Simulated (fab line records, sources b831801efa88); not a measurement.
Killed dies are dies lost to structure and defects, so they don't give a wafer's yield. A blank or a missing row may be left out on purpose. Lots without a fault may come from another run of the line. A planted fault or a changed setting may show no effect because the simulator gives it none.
fab line records | flow gf180mcu | part 2 of 2: steps 25 to 33 of 33
record lots=5 wafers=15 last_day=33
route steps=602 shown CONTACT@293 M1@315
lots that met no fault: from a run of the same line without faults
start_h: hours from the record's first day to the start of the lot's first wafer shown | wait_h: hours since the lot's step before | " the same as in the row above | L1.1+2: a row that stands for several wafers | - no value, or no start given | * or withheld: withheld | < > ~ a bound
route shown NAME@n: a module of which the file shows steps, and the number in the route of the first | usual: mean/standard deviation of fault-free wafers | same: alike in all rows | chamber/n: place in a boat | sites: the reading at each site | _std_site: their standard deviation | _edge_site: outer sites' mean less inner sites' | radius_mm: how far each site lies from the wafer's centre | mask NAME#n: copy n | behind: the tool/chamber that last shaped the wafer | hold: why the lot was held/for how many hours/how that ended | device: the transistor (n, p or np) that didn't switch | end of line: the same wafers' tests at the end of the route | a step without rows: its recipe alone | killed: dies lost to structure and defects at the first sort, not the wafer's yield | map: a wafer's dies, x killed, . not, _ none there
set.NAME: the setting as run; set.NAME@STEP: as run at that earlier step | model.NAME: the simulator's own value behind a step, which no gauge read
lots at some steps of the route; a table a step, a row a wafer
services: from which hour (start_h, from the record's first day; less than 0 if before it) a tool's chamber was out of use, for how many hours, and why
## steps
# step GF_M1_SPUTTER_02
# recipe material=AlCu target_thk_nm=450 power_w=10600 time_s=23.9 chamber_pressure_pa=0.4
# usual cathode_dc_power_W=10600/1.9 throttle_valve_pct=30.1/1.4
# columns lot.wafer tool chamber start_h wait_h cathode_dc_power_W throttle_valve_pct
L074.1 pvd_sputter-02 - 362.32 0.0 10599 26.7
L074.2 " - " " 10600 31.0
L074.6 " - " " 10601 27.0
L077.2 pvd_sputter-02 - 390.14 0.0 10602 31.2
L077.3 " - " " 10599 31.2
L077.4 " - " " 10603 31.1
L084.1 pvd_sputter-02 - 456.11 0.0 10598 30.5
L084.2 " - " " 10600 31.1
L084.4 " - " " 10599 31.2
L087.2 pvd_sputter-02 - 480.96 0.0 10601 31.4
L087.4 " - " " 10600 26.8
L087.5 " - " " 10599 26.9
L092.1 pvd_sputter-01 - 522.11 0.0 10600 28.0
L092.3 " - " " 10602 28.3
L092.6 " - " " 10598 27.9
# step GF_M1_SPUTTER_03
# recipe material=Ti target_thk_nm=10 substrate_temp_c=300 chamber_pressure_pa=0.3 power_w=3000 time_s=6.7
# usual cathode_dc_power_W=3000.0/0.53 substrate_temp_c=300.02/0.2 throttle_valve_pct=30.1/1.4
# columns lot.wafer tool chamber start_h wait_h cathode_dc_power_W substrate_temp_c throttle_valve_pct
L074.1 pvd_sputter-02 - 362.35 0.0 2999.1 300.21 26.8
L074.2 " - " " 3000.9 299.87 31.3
L074.6 " - " " 3000.6 299.73 27.1
L077.2 pvd_sputter-02 - 390.17 0.0 3000.1 300.35 31.2
L077.3 " - " " 2999.5 299.86 31.3
L077.4 " - " " 3000.8 299.95 31.2
L084.1 pvd_sputter-02 - 456.14 0.0 2999.7 299.89 30.6
L084.2 " - " " 3000.5 300.17 31.5
L084.4 " - " " 2999.9 299.86 31.1
L087.2 pvd_sputter-02 - 480.99 0.0 3000.2 300.03 31.5
L087.4 " - " " 2998.7 300.03 26.8
L087.5 " - " " 3000.3 300.14 26.8
L092.1 pvd_sputter-01 - 522.14 0.0 3000.1 300.20 27.8
L092.3 " - " " 3000.3 300.23 28.5
L092.6 " - " " 3000.2 300.24 27.5
# step GF_M1_SPUTTER_04
# recipe material=TiN target_thk_nm=50 power_w=6500 time_s=41.7 chamber_pressure_pa=0.4
# usual cathode_dc_power_W=6499.9/1.2 throttle_valve_pct=30.1/1.4
# columns lot.wafer tool chamber start_h wait_h cathode_dc_power_W throttle_valve_pct
L074.1 pvd_sputter-02 - 362.37 0.0 6499.4 26.8
L074.2 " - " " 6500.7 31.2
L074.6 " - " " 6498.0 27.1
L077.2 pvd_sputter-02 - 390.19 0.0 6502.5 31.5
L077.3 " - " " 6502.0 31.1
L077.4 " - " " 6501.4 31.2
L084.1 pvd_sputter-02 - 456.16 0.0 6500.2 30.6
L084.2 " - " " 6499.1 31.4
L084.4 " - " " 6500.2 31.3
L087.2 pvd_sputter-02 - 481.01 0.0 6499.6 31.2
L087.4 " - " " 6500.8 27.2
L087.5 " - " " 6498.8 26.9
L092.1 pvd_sputter-01 - 522.16 0.0 6500.4 28.0
L092.3 " - " " 6501.4 28.3
L092.6 " - " " 6498.9 28.2
# step GF_M1_RS_MEAS_05
# recipe thk_meas_gauge=four-point-probe reads=TiN_of_M1_SPUTTER_04+Ti_of_M1_SPUTTER_03+AlCu_of_M1_SPUTTER_02+TiN_of_M1_SPUTTER_01+Ti_of_M1_SPUTTER_00
# usual M1_ALCU_RS=0.0698/0.00068
# columns lot.wafer tool chamber start_h wait_h M1_ALCU_RS[ohm/sq]
L074.1 film_metro-03 - 362.41 0.0 0.0697
L074.2 " - " " 0.0693
L074.6 " - " " 0.0704
L077.2 film_metro-03 - 390.25 0.0 0.0709
L077.3 " - " " 0.0701
L077.4 " - " " 0.0703
L084.1 film_metro-04 - 456.20 0.0 0.0696
L084.2 " - " " 0.0701
L084.4 " - " " 0.0692
L087.2 film_metro-03 - 481.07 0.0 0.0702
L087.4 " - " " 0.0701
L087.5 " - " " 0.0699
L092.1 film_metro-04 - 522.20 0.0 0.0696
L092.3 " - " " 0.0696
L092.6 " - " " 0.0695
# step GF_M1_THK_MEAS_06
# recipe thk_meas_gauge=xrf reads=AlCu_of_M1_SPUTTER_02
# usual M1_ALCU_THK=447/5.1
# columns lot.wafer tool chamber start_h wait_h M1_ALCU_THK[nm]
L074.1 film_metro-03 - 362.53 0.1 447
L074.2 " - " " 450
L074.6 " - " " 443
L077.2 film_metro-03 - 390.36 0.1 441
L077.3 " - " " 451
L077.4 " - " " 447
L084.1 film_metro-04 - 456.32 0.1 451
L084.2 " - " " 447
L084.4 " - " " 455
L087.2 film_metro-03 - 481.18 0.1 446
L087.4 " - " " 446
L087.5 " - " " 447
L092.1 film_metro-04 - 522.32 0.1 450
L092.3 " - " " 448
L092.6 " - " " 452
# step GF_M1_DEHYDRATE_07
# recipe temp_c=200 time_s=60
# usual chill_plate_temp_C=23.03/0.11
# columns lot.wafer tool chamber start_h wait_h chill_plate_temp_C
L074.1 litho_track-04 0 373.13 10.6 23.06
L074.2 " 0 " " 22.88
L074.6 " 0 " " 23.04
L077.2 litho_track-04 0 401.30 10.9 22.97
L077.3 " 0 " " 23.14
L077.4 " 0 " " 23.12
L084.1 litho_track-02 0 468.06 11.7 23.00
L084.2 " 0 " " 22.98
L084.4 " 0 " " 23.01
L087.2 litho_track-02 0 491.94 10.7 23.06
L087.4 " 0 " " 22.90
L087.5 " 0 " " 23.05
L092.1 litho_track-04 0 533.32 11.0 23.11
L092.3 " 0 " " 23.09
L092.6 " 0 " " 23.11
# step GF_M1_HMDS_08
# recipe prime_time_s=60 prime_temp_c=120
# usual chill_plate_temp_C=22.96/0.11
# columns lot.wafer tool chamber start_h wait_h chill_plate_temp_C
L074.1 litho_track-04 0 373.28 0.1 23.02
L074.2 " 0 " " 22.77
L074.6 " 0 " " 22.75
L077.2 litho_track-04 0 401.45 0.1 22.89
L077.3 " 0 " " 22.81
L077.4 " 0 " " 22.99
L084.1 litho_track-02 0 468.21 0.1 22.93
L084.2 " 0 " " 22.95
L084.4 " 0 " " 23.00
L087.2 litho_track-02 0 492.09 0.1 23.01
L087.4 " 0 " " 23.07
L087.5 " 0 " " 23.13
L092.1 litho_track-04 0 533.47 0.1 22.92
L092.3 " 0 " " 22.94
L092.6 " 0 " " 22.87
# step GF_M1_COAT_09
# recipe resist=KrF spin_rpm=withheld resist_thk_nm=1011
# usual chill_plate_temp_C=23.02/0.11
# columns lot.wafer tool chamber start_h wait_h chill_plate_temp_C
L074.1 litho_track-04 0 373.43 0.1 22.87
L074.2 " 0 " " 22.92
L074.6 " 0 " " 22.87
L077.2 litho_track-04 0 401.60 0.1 23.03
L077.3 " 0 " " 23.01
L077.4 " 0 " " 22.98
L084.1 litho_track-02 0 468.36 0.1 23.15
L084.2 " 0 " " 23.06
L084.4 " 0 " " 23.03
L087.2 litho_track-02 0 492.24 0.1 22.94
L087.4 " 0 " " 23.11
L087.5 " 0 " " 23.14
L092.1 litho_track-04 0 533.62 0.1 22.89
L092.3 " 0 " " 22.82
L092.6 " 0 " " 22.99
# step GF_M1_SOFTBAKE_10
# recipe temp_c=130 time_s=60 resist=KrF
# usual chill_plate_temp_C=23.02/0.11
# columns lot.wafer tool chamber start_h wait_h chill_plate_temp_C
L074.1 litho_track-04 0 373.58 0.1 23.02
L074.2 " 0 " " 22.88
L074.6 " 0 " " 22.89
L077.2 litho_track-04 0 401.75 0.1 22.80
L077.3 " 0 " " 22.97
L077.4 " 0 " " 22.69
L084.1 litho_track-02 0 468.51 0.1 23.19
L084.2 " 0 " " 22.93
L084.4 " 0 " " 22.98
L087.2 litho_track-02 0 492.39 0.1 22.98
L087.4 " 0 " " 22.91
L087.5 " 0 " " 22.97
L092.1 litho_track-04 0 533.77 0.1 23.03
L092.3 " 0 " " 22.98
L092.6 " 0 " " 22.98
## services
# columns tool chamber start_h hours kind
pvd_sputter-01 - 342.68 8.6 repair
rie_diel-02 - 358.49 2.8 pm
krf_scanner-01 - 369.30 1.0 pm
cmp-01 - 373.11 4.6 repair
cvd_w-02 1 379.96 12.8 repair
krf_scanner-01 - 388.77 0.8 repair
pvd_sputter-03 - 391.31 3.3 repair
cmp-01 - 395.47 5.5 repair
cmp-01 - 404.18 4.0 pm
cmp-01 - 410.66 2.5 repair
rie_diel-02 2 415.77 12.6 repair
pvd_sputter-01 - 422.17 4.4 repair
krf_scanner-01 - 430.74 6.9 repair
wet_bench-03 - 432.20 1.6 repair
krf_scanner-01 - 435.33 0.5 repair
cmp-01 - 451.12 1.4 repair
krf_scanner-01 - 459.89 1.3 pm
pvd_sputter-02 - 477.59 2.3 repair
krf_scanner-01 - 485.43 0.8 pm
pvd_sputter-02 - 488.66 2.4 repair
rie_diel-02 3 503.04 10.5 repair
rie_diel-02 2 513.09 15.1 repair
rie_diel-02 3 521.32 3.3 repair
pvd_sputter-02 - 522.56 5.2 repair
